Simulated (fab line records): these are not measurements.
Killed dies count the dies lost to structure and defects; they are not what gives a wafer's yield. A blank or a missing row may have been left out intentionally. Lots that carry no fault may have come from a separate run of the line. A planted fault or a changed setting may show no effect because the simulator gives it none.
A struck lot beside a sound one | flow sky130 | 16 steps out of a route of 708
Sound: these wafers, L370.1, L370.2, L370.6. Wafers struck: L377.1, L377.3, L377.6. The cause is named last.
Per side, at each step with rows, come the tool, then ch with its chambers, and then its first start. Under that, the readings that differ: sound wafers | struck wafers | difference of the means | sigmas: that difference in standard deviations of wafers without a fault.
alike: readings whose means differ by less than 2 such deviations, and words and numbers that are the same on both sides. not compared: withheld readings, readings that some wafer has no value for, bounds like >300 that may hide the same value, and numbers for which the record gives no deviation and whose values overlap.
The two part at a step that has a row with sigmas, a row that says differs or no value, or rows on one side only. When numbers do not overlap yet have no deviation, they are printed without sigmas and do not part them. Lack of a reading on every wafer of one side parts them only where that side has two or more wafers.

SKY_VIA1_BOW_MEAS_03:
  sound: film_metro-03 at day 34 13:46; struck: film_metro-03 at day 36 18:43
  alike: VIA1_BOW
then, 8 steps without rows for these wafers: SKY_VIA1_DEHYDRATE_04 (time 60 s); SKY_VIA1_HMDS_05 (prime time 60 s); SKY_VIA1_COAT_06 (resist thk 60 nm); SKY_VIA1_COAT_07 (resist thk 450 nm); SKY_VIA1_SOFTBAKE_08 (time 90 s); SKY_VIA1_EXPOSE_09 (exposes mask VIM, target cd 150 nm); SKY_VIA1_PEB_10; SKY_VIA1_DEVELOP_11 (develop time 60 s).
SKY_VIA1_CD_MEAS_12: target cd 150 nm.
  sound: cd_sem-02 at day 35 16:18; struck: cd_sem-01 at day 37 20:34
  alike: cd_nm
SKY_VIA1_OVL_MEAS_13:
  sound: overlay-02 at day 35 16:25; struck: overlay-02 at day 37 20:41
  alike: VIA1_OVL
SKY_VIA1_ETCH_14: etches BARC in N2/H2, stops on SiO2, time 45.9 s, target depth 60 nm.
  sound on rie_diel-04 ch 1,2, day 35 16:28; struck on rie_diel-04 ch 1,3, day 37 20:44
  alike: drypump_motor_current_A, oes_product_au, run_length_s, throttle_valve_pct
  not compared: rf_hours_counter_h
SKY_VIA1_ETCH_15: etches SiO2 in C4F8/O2/Ar, stops on TiN, target depth 351 nm, time 54 s.
  sound on rie_diel-04 ch 1,2, day 35 16:30; struck on rie_diel-04 ch 1,3, day 37 20:46
  reading                                     | sound             | struck            | difference | sigmas
  oes_product_au (a.u.)                       | 0.983 0.980 0.985 | 0.950 0.953 0.940 | -0.035     | -5
  run_length_s (s)                            | 81.8 82.6 82.1    | 86.0 85.7 86.1    | +3.8       | +8
  model.KrF-thick_of_VIA1_COAT_07.thk_nm (nm) | 324.3 322.1 324.2 | 316.1 319.6 317.8 | -5.7       |
  not compared: rf_hours_counter_h, model.TiN_of_METAL1_SPUTTER_04.thk_nm
SKY_VIA1_STRIP_16: strips in O2/N2.
  sound on plasma_asher-03 ch 0,1, day 35 16:33; struck on plasma_asher-03 ch 0, day 37 20:49
  reading                      | sound             | struck            | difference | sigmas
  strip_time_to_endpoint_s (s) | 4.481 4.454 4.478 | 4.399 4.415 4.417 | -0.061     | -2
  alike: drypump_motor_current_A, oes_product_au
  not compared: rf_hours_counter_h
then, 1 step without rows for these wafers: SKY_VIA1_STRIP_17 (strips in post etch residue remover, time 1200 s).
-- the record jumps here: 11 days lie between the struck wafers' starts before and after (it left off in module VIA1 and takes up again in module PAD_OPEN, whose first step shown is number 708 of the route) --
SKY_PAD_OPEN_PROBE_99:
  sound: prober-02 at day 47 01:34; struck: prober-01 at day 48 17:27
  alike: defect_limited_yield, killed_at_M0_to_M3, killed_at_M4_up, killed_at_contacts, killed_at_front_end, killed_at_other, killed_dies, killed_open, killed_short, sort_bin_3_pad_short, sort_bin_5_function, sort_bin_6_memory, sort_n_pass, sort_yield_pct

== WHERE THEY PART ==
At SKY_VIA1_ETCH_15 first; at SKY_VIA1_STRIP_16 last (within this record only). Later steps at which nothing parts them and some readings are alike: SKY_PAD_OPEN_PROBE_99.

WHY: what had been put in by the simulator
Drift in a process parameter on rie_diel-04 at SKY_VIA1_ETCH_15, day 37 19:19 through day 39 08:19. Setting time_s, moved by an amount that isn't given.
